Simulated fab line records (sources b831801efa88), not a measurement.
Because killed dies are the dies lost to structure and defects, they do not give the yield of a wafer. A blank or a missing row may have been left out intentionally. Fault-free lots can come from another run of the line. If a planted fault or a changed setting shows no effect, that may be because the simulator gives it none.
What tool caused it? :: flow sky130 :: Sampling: 12 lots, 36 wafers, 5 of 708 route steps

== WHAT EACH GAUGE READ, for each wafer ==
SKY_CAP2M_THK_MEAS_04: measures by xrf. Usual: CAP2M_TIN_THK 199.3 nm, standard deviation 2.5.
lot: L306
measured: day 40 13:28
on: film_metro-03
CAP2M_TIN_THK (nm): 197.5 197.5 197.1
flag: 

lot: L311
measured: day 43 04:25
on: film_metro-04
CAP2M_TIN_THK (nm): 203.1 201.3 201.5
flag: 

lot: L312
measured: day 43 06:29
on: film_metro-04
CAP2M_TIN_THK (nm): 201.2 201.5 200.5
flag: 

lot: L313
measured: day 43 08:27
on: film_metro-04
CAP2M_TIN_THK (nm): 202.6 200.3 202.8
flag: 

lot: L317
measured: day 43 18:28
on: film_metro-03
CAP2M_TIN_THK (nm): 200.2 199.6 199.8
flag: 

lot: L316
measured: day 44 03:31
on: film_metro-03
CAP2M_TIN_THK (nm): 198.9 201.0 197.7
flag: 

lot: L321
measured: day 45 04:38
on: film_metro-01
CAP2M_TIN_THK (nm): 196.3 194.5 195.1
flag: 

lot: L322
measured: day 45 07:28
on: film_metro-03
CAP2M_TIN_THK (nm): 200.2 197.0 200.6
flag: 

lot: L323
measured: day 45 08:07
on: film_metro-03
CAP2M_TIN_THK (nm): 199.4 202.4 201.9
flag: 

lot: L324
measured: day 45 14:00
on: film_metro-01
CAP2M_TIN_THK (nm): 202.8 202.1 205.0
flag: 

lot: L325
measured: day 46 07:00
on: film_metro-03
CAP2M_TIN_THK (nm): 197.2 195.4 199.2
flag: 

lot: L327
measured: day 46 11:42
on: film_metro-01
CAP2M_TIN_THK (nm): 201.8 203.2 201.0
flag: 

SKY_CAP2M_OVL_MEAS_12. Usual: CAP2M_OVL -0.9 nm, standard deviation 1.4.
lot: L306
measured: day 41 12:53
on: overlay-02
CAP2M_OVL (nm): 0.4 -0.4 0.1
flag: 

lot: L311
measured: day 44 03:12
on: overlay-01
CAP2M_OVL (nm): 0.9 -0.4 -0.4
flag: 

lot: L312
measured: day 44 04:44
on: overlay-02
CAP2M_OVL (nm): -2.4 -3.4 -2.1
flag: 

lot: L313
measured: day 44 07:05
on: overlay-01
CAP2M_OVL (nm): 244.7 243.4 242.3
flag: OFF

lot: L317
measured: day 44 17:44
on: overlay-01
CAP2M_OVL (nm): 244.8 243.0 244.5
flag: OFF

lot: L316
measured: day 45 01:29
on: overlay-02
CAP2M_OVL (nm): 244.6 243.8 243.6
flag: OFF

lot: L321
measured: day 46 01:56
on: overlay-02
CAP2M_OVL (nm): -0.8 -1.2 -1.1
flag: 

lot: L322
measured: day 46 04:17
on: overlay-02
CAP2M_OVL (nm): 0.2 0.7 -0.3
flag: 

lot: L323
measured: day 46 04:50
on: overlay-02
CAP2M_OVL (nm): 1.5 1.4 1.9
flag: 

lot: L324
measured: day 46 10:11
on: overlay-02
CAP2M_OVL (nm): -1.1 -3.1 -1.6
flag: 

lot: L325
measured: day 47 02:55
on: overlay-02
CAP2M_OVL (nm): -1.6 -2.0 0.3
flag: 

lot: L327
measured: day 47 06:50
on: overlay-02
CAP2M_OVL (nm): 0.7 1.4 1.4
flag: 

SKY_METAL4_CD_MEAS_13 targets a cd of 300 nm. Usual: cd_nm at 299.6 nm, with a standard deviation of 1.3.
lot: L306
measured: day 42 13:51
on: cd_sem-02
cd_nm (nm): 299.4 298.4 299.1
flag: 

lot: L311
measured: day 45 01:52
on: cd_sem-01
cd_nm (nm): 300.5 301.2 299.1
flag: 

lot: L312
measured: day 45 03:27
on: cd_sem-01
cd_nm (nm): 301.2 299.9 299.7
flag: 

lot: L313
measured: day 45 05:54
on: cd_sem-01
cd_nm (nm): 301.0 299.8 299.3
flag: 

lot: L317
measured: day 45 16:03
on: cd_sem-02
cd_nm (nm): 299.6 301.7 300.1
flag: 

lot: L316
measured: day 45 23:17
on: cd_sem-01
cd_nm (nm): 299.8 299.8 301.1
flag: 

lot: L321
measured: day 46 23:23
on: cd_sem-02
cd_nm (nm): 299.7 299.0 300.5
flag: 

lot: L322
measured: day 47 00:44
on: cd_sem-02
cd_nm (nm): 300.8 299.0 300.6
flag: 

lot: L323
measured: day 47 02:08
on: cd_sem-02
cd_nm (nm): 300.4 300.5 301.2
flag: 

lot: L324
measured: day 47 06:32
on: cd_sem-02
cd_nm (nm): 300.4 299.9 299.8
flag: 

lot: L325
measured: day 47 23:19
on: cd_sem-02
cd_nm (nm): 300.8 301.0 301.8
flag: 

lot: L327
measured: day 48 03:26
on: cd_sem-02
cd_nm (nm): 298.6 297.9 299.5
flag: 

== EACH LOT AND THE TOOL THAT RAN IT (in order: tool; ch and the chambers of the sampled wafers; start) ==
lot: L306
SKY_METAL3_DESCUM_15: rie_metal-02 ch 0,1, day 39 08:53
SKY_CAP2M_EXPOSE_09: iline_stepper-02 ch 0, day 41 01:12

lot: L311
SKY_METAL3_DESCUM_15: rie_metal-01 ch 0,1, day 42 00:54
SKY_CAP2M_EXPOSE_09: iline_stepper-01 ch 0, day 43 16:07

lot: L312
SKY_METAL3_DESCUM_15: rie_metal-01 ch 0,1, day 42 02:38
SKY_CAP2M_EXPOSE_09: iline_stepper-01 ch 0, day 43 18:15

lot: L313
SKY_METAL3_DESCUM_15: rie_metal-01 ch 0, day 42 04:56
SKY_CAP2M_EXPOSE_09: iline_stepper-01 ch 0, day 43 20:37

lot: L317
SKY_METAL3_DESCUM_15: rie_metal-01 ch 0,1, day 42 15:41
SKY_CAP2M_EXPOSE_09: iline_stepper-01 ch 0, day 44 06:12

lot: L316
SKY_METAL3_DESCUM_15: rie_metal-02 ch 0,1, day 43 00:35
SKY_CAP2M_EXPOSE_09: iline_stepper-01 ch 0, day 44 14:26

lot: L321
SKY_METAL3_DESCUM_15: rie_metal-01 ch 0,1, day 44 02:02
SKY_CAP2M_EXPOSE_09: iline_stepper-02 ch 0, day 45 15:54

lot: L322
SKY_METAL3_DESCUM_15: rie_metal-04 ch 0,1, day 44 05:14
SKY_CAP2M_EXPOSE_09: iline_stepper-02 ch 0, day 45 18:42

lot: L323
SKY_METAL3_DESCUM_15: rie_metal-01 ch 0,1, day 44 06:11
SKY_CAP2M_EXPOSE_09: iline_stepper-02 ch 0, day 45 19:23

lot: L324
SKY_METAL3_DESCUM_15: rie_metal-02 ch 0,1, day 44 09:50
SKY_CAP2M_EXPOSE_09: iline_stepper-02 ch 0, day 46 00:32

lot: L325
SKY_METAL3_DESCUM_15: rie_metal-04 ch 0,1, day 45 03:57
SKY_CAP2M_EXPOSE_09: iline_stepper-02 ch 0, day 46 17:38

lot: L327
SKY_METAL3_DESCUM_15: rie_metal-04 ch 0,1, day 45 08:45
SKY_CAP2M_EXPOSE_09: iline_stepper-02 ch 0, day 46 22:25
- SKY_METAL3_DESCUM_15: chemistry O2, time 8 s.
- SKY_CAP2M_EXPOSE_09: exposes mask CAP2M, target cd 1000 nm.

== WHAT THE TOOLS THEMSELVES READ (means of the sampled wafers that have a number; where no wafer has one, the mark that the record gives instead) ==
SKY_METAL3_DESCUM_15. Usual: drypump_motor_current_A 5.7 A, standard deviation 0.61; oes_product_au 0.994 a.u., standard deviation 0.012.
lot: L306
tool: rie_metal-02
drypump_motor_current_A (A): 4.9
oes_product_au (a.u.): 0.993
flag: 

lot: L311
tool: rie_metal-01
drypump_motor_current_A (A): 5.9
oes_product_au (a.u.): 0.989
flag: 

lot: L312
tool: rie_metal-01
drypump_motor_current_A (A): 5.9
oes_product_au (a.u.): 0.985
flag: 

lot: L313
tool: rie_metal-01
drypump_motor_current_A (A): 6.5
oes_product_au (a.u.): 1.003
flag: 

lot: L317
tool: rie_metal-01
drypump_motor_current_A (A): 5.8
oes_product_au (a.u.): 0.991
flag: 

lot: L316
tool: rie_metal-02
drypump_motor_current_A (A): 5.2
oes_product_au (a.u.): 0.983
flag: 

lot: L321
tool: rie_metal-01
drypump_motor_current_A (A): 6.2
oes_product_au (a.u.): 0.991
flag: 

lot: L322
tool: rie_metal-04
drypump_motor_current_A (A): 5.8
oes_product_au (a.u.): 1.014
flag: 

lot: L323
tool: rie_metal-01
drypump_motor_current_A (A): 6.2
oes_product_au (a.u.): 0.996
flag: 

lot: L324
tool: rie_metal-02
drypump_motor_current_A (A): 5.1
oes_product_au (a.u.): 0.991
flag: 

lot: L325
tool: rie_metal-04
drypump_motor_current_A (A): 6.1
oes_product_au (a.u.): 1.007
flag: 

lot: L327
tool: rie_metal-04
drypump_motor_current_A (A): 6.0
oes_product_au (a.u.): 1.004
flag: 

== THE ANSWER, worked out from the rows above alone ==
Rule: a lot is off if the mean of its wafers that have a number lies more than 3 standard deviations from the usual mean. A lot without any number at a reading at which 4 lots or more have one is off too. Where the step has rows for the other lots, those lots are counted as sound. First the gauges in route order, then the tools' own readings, where a lot's mean is used as printed above. At the first step where some lot is off, the reading lying furthest off is the one used; lots without a number count as furthest.
Off: L313, L317, L316, seen at SKY_CAP2M_OVL_MEAS_12 (CAP2M_OVL).
If a tool, at a process step before that reading, ran all the lots that are off and no sound lot after the first of them, it fits. Those tools and the gauges at SKY_CAP2M_OVL_MEAS_12 are tried in the same way. One candidate fits, namely iline_stepper-01 at SKY_CAP2M_EXPOSE_09. A fault onset in the window from L312 (day 43 18:15, its last sound lot) to L313 (day 43 20:37, its first lot off) fits.

== WHAT THE SIMULATOR HAD PUT IN ==
Scanner matching overlay: iline_stepper-01, from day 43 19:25 on, at SKY_CAP2M_EXPOSE_09. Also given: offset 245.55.
Struck lots among those shown: L313, L317, L316. The rule above reached the same finding.
